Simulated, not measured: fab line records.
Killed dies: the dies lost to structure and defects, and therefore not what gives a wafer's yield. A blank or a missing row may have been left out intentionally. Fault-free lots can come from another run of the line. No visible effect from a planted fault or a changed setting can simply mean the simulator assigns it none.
Which of the tools did it?    flow sky130    24 lots with 72 wafers sampled at 5 steps, on a route of 708 steps

WHAT EACH GAUGE READ, for each wafer
SKY_LDD_LDN_OVL_MEAS_07. Usual: LDD_LDN_OVL typically reads 0.1 nm, with standard deviation 1.4.
lot   measured      on          LDD_LDN_OVL (nm)  flag
L074  day 22 14:03  overlay-02  -2.3 -1.0 -2.3    
L075  day 22 19:15  overlay-01  1.9 0.1 1.1       
L076  day 23 14:30  overlay-01  1.7 0.2 1.1       
L077  day 23 19:50  overlay-02  -1.2 -1.0 -0.2    
L078  day 24 14:03  overlay-01  0.3 -0.4 0.6      
L079  day 24 14:57  overlay-02  -2.4 -0.9 -2.3    
L080  day 25 02:55  overlay-01  2.0 0.5 0.3       
L081  day 25 10:09  overlay-01  2.5 1.9 1.3       
L082  day 25 17:14  overlay-01  0.7 0.8 0.4       
L083  day 26 07:00  overlay-02  -0.3 -0.5 -1.2    
L084  day 26 08:14  overlay-02  -0.8 0.5 -0.1     
L085  day 26 16:22  overlay-02  -0.2 1.5 -0.4     
L086  day 27 06:06  overlay-01  1.1 1.2 1.5       
L087  day 27 12:06  overlay-02  2.4 1.2 0.7       
L088  day 27 17:02  overlay-02  -1.9 -2.0 -0.3    
L089  day 28 04:45  overlay-01  -0.9 -0.7 -2.2    
L090  day 28 14:56  overlay-02  1.4 0.5 0.4       
L091  day 29 02:13  overlay-01  2.1 2.2 0.5       
L093  day 29 18:36  overlay-02  -0.4 0.4 -1.0     
L092  day 29 19:31  overlay-01  -2.0 -2.5 -0.6    
L095  day 29 21:45  overlay-01  -0.8 1.2 -1.7     
L094  day 30 05:13  overlay-01  1.9 1.5 2.7       
L096  day 30 08:51  overlay-02  -2.4 -2.4 -0.9    
L097  day 30 21:48  overlay-02  -0.5 -1.5 -1.1    

SKY_POLY_CUT_CD_MEAS_08: target cd 270 nm. Usual: 270.0 nm for cd_nm, sd 1.3.
lot   measured      on         cd_nm (nm)         flag
L074  day 23 22:48  cd_sem-01  267.3 268.7 267.0  
L075  day 24 03:56  cd_sem-02  272.3 272.2 271.4  
L076  day 24 22:38  cd_sem-01  270.9 271.9 273.0  
L077  day 25 03:15  cd_sem-01  270.8 272.3 271.1  
L078  day 25 21:56  cd_sem-01  267.5 269.4 269.6  
L079  day 26 00:11  cd_sem-01  270.0 269.7 269.5  
L080  day 26 10:44  cd_sem-02  271.7 272.1 271.4  
L081  day 26 16:56  cd_sem-02  269.0 269.8 269.2  
L082  day 27 01:56  cd_sem-02  272.0 270.1 270.5  
L083  day 27 13:32  cd_sem-02  269.8 271.0 269.2  
L084  day 27 15:24  cd_sem-02  268.8 269.0 269.0  
L085  day 27 23:20  cd_sem-02  269.5 270.3 270.5  
L086  day 28 13:11  cd_sem-01  270.6 269.5 270.1  
L087  day 28 19:38  cd_sem-02  270.0 269.7 270.3  
L088  day 29 00:49  cd_sem-02  270.6 269.0 270.1  
L089  day 29 11:35  cd_sem-02  270.8 269.9 268.2  
L090  day 29 22:20  cd_sem-02  271.4 270.6 269.1  
L091  day 30 08:52  cd_sem-01  271.3 270.5 269.3  
L093  day 31 06:12  cd_sem-01  267.5 269.2 266.8  
L092  day 31 05:52  cd_sem-02  269.2 270.2 271.4  
L095  day 31 06:44  cd_sem-02  271.0 269.7 268.7  
L094  day 31 10:28  cd_sem-02  271.5 270.3 270.5  
L096  day 31 12:56  cd_sem-02  270.4 270.0 271.1  
L097  day 32 02:16  cd_sem-01  269.2 268.9 269.1  

SKY_LI_CONTACT_RS_MEAS_22: uses a four-point probe to measure. Usual: LI_CONTACT_W_RS typically reads 0.2844 ohm/sq, with standard deviation 0.0026.
lot   measured      on             LI_CONTACT_W_RS (ohm/sq)  flag
L074  day 28 23:17  film_metro-04  0.2814 0.2802 0.2820      
L075  day 29 03:31  film_metro-01  0.2862 0.2842 0.2838      
L076  day 29 20:14  film_metro-01  0.2830 0.2849 0.2849      
L077  day 30 01:04  film_metro-04  0.2888 0.2863 0.2842      
L078  day 30 19:14  film_metro-01  0.2837 0.2845 0.2850      
L079  day 31 08:47  film_metro-01  0.2862 0.2878 0.2886      
L080  day 31 08:59  film_metro-04  0.2808 0.2824 0.2830      
L081  day 31 11:20  film_metro-01  0.2845 0.2835 0.2835      
L082  day 31 17:29  film_metro-01  0.2823 0.2803 0.2823      
L083  day 32 06:47  film_metro-01  0.2847 0.2863 0.2876      
L084  day 32 08:56  film_metro-04  0.2859 0.2864 0.2861      
L085  day 32 16:24  film_metro-01  0.2868 0.2861 0.2850      
L086  day 33 04:11  film_metro-02  0.2798 0.2805 0.2808      
L087  day 33 11:01  film_metro-02  0.2865 0.2823 0.2814      
L088  day 33 15:30  film_metro-04  0.2876 0.2832 0.2885      
L089  day 34 00:23  film_metro-01  0.2861 0.2822 0.2842      
L090  day 34 11:20  film_metro-02  0.2810 0.2822 0.2822      
L091  day 34 21:49  film_metro-01  0.2854 0.2867 0.2852      
L093  day 35 17:40  film_metro-01  0.2802 0.2841 0.2844      
L092  day 35 17:22  film_metro-04  0.2851 0.2843 0.2860      
L095  day 35 19:26  film_metro-01  0.2859 0.2860 0.2860      
L094  day 35 21:38  film_metro-04  0.2864 0.2861 0.2882      
L096  day 36 01:55  film_metro-02  0.2901 0.2883 0.2862      
L097  day 36 13:49  film_metro-04  0.2833 0.2831 0.2832      

SKY_CONTACT_THK_MEAS_26: measures by xrf. Usual: CONTACT_W_THK typically reads 343 nm, with standard deviation 3.6.
lot   measured      on             CONTACT_W_THK (nm)  flag
L074  day 31 10:22  film_metro-02  341 341 344         
L075  day 31 13:46  film_metro-03  339 343 340         
L076  day 32 10:40  film_metro-03  344 343 343         
L077  day 32 13:01  film_metro-04  346 348 344         
L078  day 33 04:26  film_metro-04  338 341 339         
L079  day 33 17:25  film_metro-02  344 340 340         
L080  day 33 18:16  film_metro-04  338 340 335         
L081  day 33 20:19  film_metro-03  348 351 350         
L082  day 34 01:43  film_metro-03  347 347 341         
L083  day 34 15:22  film_metro-03  346 343 347         
L084  day 34 16:18  film_metro-03  341 345 342         
L085  day 35 00:56  film_metro-03  343 344 348         
L086  day 35 11:18  film_metro-02  337 338 339         
L087  day 35 19:19  film_metro-02  335 339 341         
L088  day 35 22:29  film_metro-02  344 344 338         
L089  day 36 08:25  film_metro-03  350 343 348         
L090  day 36 18:49  film_metro-03  343 349 343         
L091  day 37 04:56  film_metro-04  341 341 343         
L093  day 38 01:45  film_metro-04  343 339 341         
L092  day 38 01:25  film_metro-03  342 343 346         
L095  day 38 04:01  film_metro-04  346 343 345         
L094  day 38 05:06  film_metro-03  347 347 347         
L096  day 38 10:11  film_metro-03  351 347 349         
L097  day 38 20:01  film_metro-03  350 348 346         

SKY_METAL1_THK_MEAS_06: measures by xrf. Usual: METAL1_ALCU_THK typically reads 249.1 nm, with standard deviation 2.8.
lot   measured      on             METAL1_ALCU_THK (nm)  flag
L074  day 31 10:59  film_metro-03  251.7 249.3 253.9     
L075  day 31 14:23  film_metro-01  246.4 246.0 247.7     
L076  day 32 11:17  film_metro-03  249.9 252.3 249.2     
L077  day 32 13:38  film_metro-01  247.1 248.2 251.5     
L078  day 33 05:03  film_metro-03  248.4 249.5 245.0     
L079  day 33 18:02  film_metro-03  246.9 246.8 249.7     
L080  day 33 18:53  film_metro-03  249.9 251.5 248.5     
L081  day 33 20:56  film_metro-04  246.6 251.2 248.6     
L082  day 34 02:20  film_metro-04  239.6 243.3 245.5     
L083  day 34 15:59  film_metro-03  250.5 249.9 253.2     
L084  day 34 16:55  film_metro-01  243.1 248.4 249.6     
L085  day 35 01:34  film_metro-01  251.0 251.4 245.6     
L086  day 35 11:55  film_metro-01  247.5 246.6 248.7     
L087  day 35 19:56  film_metro-04  249.6 247.9 247.0     
L088  day 35 23:07  film_metro-04  249.3 253.0 252.5     
L089  day 36 09:02  film_metro-04  246.1 245.7 243.5     
L090  day 36 19:28  film_metro-01  251.9 251.7 252.4     
L091  day 37 05:33  film_metro-01  248.0 248.6 248.1     
L093  day 38 02:22  film_metro-01  255.6 254.2 255.4     
L092  day 38 02:02  film_metro-01  247.3 250.6 250.8     
L095  day 38 04:38  film_metro-03  249.8 251.1 246.8     
L094  day 38 05:43  film_metro-04  247.5 248.6 249.8     
L096  day 38 10:49  film_metro-04  251.6 248.5 248.4     
L097  day 38 20:38  film_metro-03  249.0 248.1 249.4     

TOOL THAT RAN EACH LOT (tool first, then ch and the chambers of the sampled wafers, then the start)
Before these readings, the record contains no process step.

WHAT THE TOOLS THEMSELVES READ (means of the sampled wafers that have a number; where no wafer has one, the mark that the record gives instead)
The record holds no such reading with a usual standard deviation.

THE ANSWER, worked out from the rows above alone
Rule: lot off if the mean of its wafers having a number is beyond 3 standard deviations from the usual mean. A lot without any number at a reading at which 4 lots or more have one is off too. All remaining lots with rows at the step are treated as sound. After the gauges, taken in route order, come the tools' own readings; for these a lot's mean is taken, as printed above. The first step at which some lot is off is used, and at that step the reading that is off furthest; a lot without a number counts as furthest.
Across all readings shown, no lot is off: no conclusion can be drawn from this.

WHAT THE SIMULATOR HAD INSERTED
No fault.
